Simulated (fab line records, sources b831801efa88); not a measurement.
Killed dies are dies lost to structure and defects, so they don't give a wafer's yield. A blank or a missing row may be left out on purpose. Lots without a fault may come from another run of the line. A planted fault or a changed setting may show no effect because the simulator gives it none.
Which tool did it? | flow gf180mcu | 7 lots, 21 wafers sampled, at 2 steps of a route of 602

WHAT THE GAUGES READ, wafer by wafer
GF_STI_THK_MEAS_24.
lot  | measured    | on            | STI_CVD_23_THK (nm)
L807 | day 2 09:10 | film_metro-04 | 645 648 648
L809 | day 2 19:34 | film_metro-01 | 647 657 658
L812 | day 3 11:50 | film_metro-04 | 641 641 641
L816 | day 4 05:58 | film_metro-04 | 649 652 646
L822 | day 5 15:21 | film_metro-04 | 384 388 640 384 388 640
L827 | day 6 16:02 | film_metro-02 | 630 641 649
L829 | day 7 01:10 | film_metro-04 | 646 657 640

WHICH TOOL RAN EACH LOT (tool, then ch and the chambers of the sampled wafers, then the start)
lot  | GF_STI_CVD_23
L807 | hdpcvd-02 ch 0,1,2, day 2 09:05
L809 | hdpcvd-02 ch 0,1, day 2 19:29
L812 | hdpcvd-01 ch 1,2, day 3 11:45
L816 | hdpcvd-02 ch 0,1,2, day 4 05:53
L822 | hdpcvd-02 ch 0,1, day 5 15:17
L827 | hdpcvd-01 ch 0,2, day 6 15:56
L829 | hdpcvd-01 ch 0,2, day 7 01:05
- GF_STI_CVD_23: deposits SiO2, target thk 650 nm, time 108.3 s.

THE ANSWER, worked out from the rows above alone
Rule: what is usual is taken from the lots themselves. Put in order of their means at a reading, lots are off if they are a third of the lots or fewer, leave a main group of 4 or more, and stand apart from it by a gap of 3 or more times the standard deviation of the main group's means; of several such gaps the widest counts. A main group whose means are all the same, to the digits that the tables above print for the reading, isn't used. A lot without any number at a reading at which 4 lots or more have one is off too. The other lots that the step has rows for count as sound.
Off: L822, at GF_STI_THK_MEAS_24 (STI_CVD_23_THK). The main group: mean 646 nm, standard deviation 4.8.
A tool fits if, at a process step before that reading, it ran every lot that is off, and no sound lot after the first of them. The gauges at GF_STI_THK_MEAS_24 are tried like those tools. One fits: hdpcvd-02 at GF_STI_CVD_23. Its last sound lot is L816 (day 4 05:53), its first lot that is off L822 (day 5 15:17): a fault that began between those two fits.

WHAT THE SIMULATOR HAD PUT IN
Process parameter drift: hdpcvd-02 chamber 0, from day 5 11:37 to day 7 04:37, at GF_STI_CVD_23. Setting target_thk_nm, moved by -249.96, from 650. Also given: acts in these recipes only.
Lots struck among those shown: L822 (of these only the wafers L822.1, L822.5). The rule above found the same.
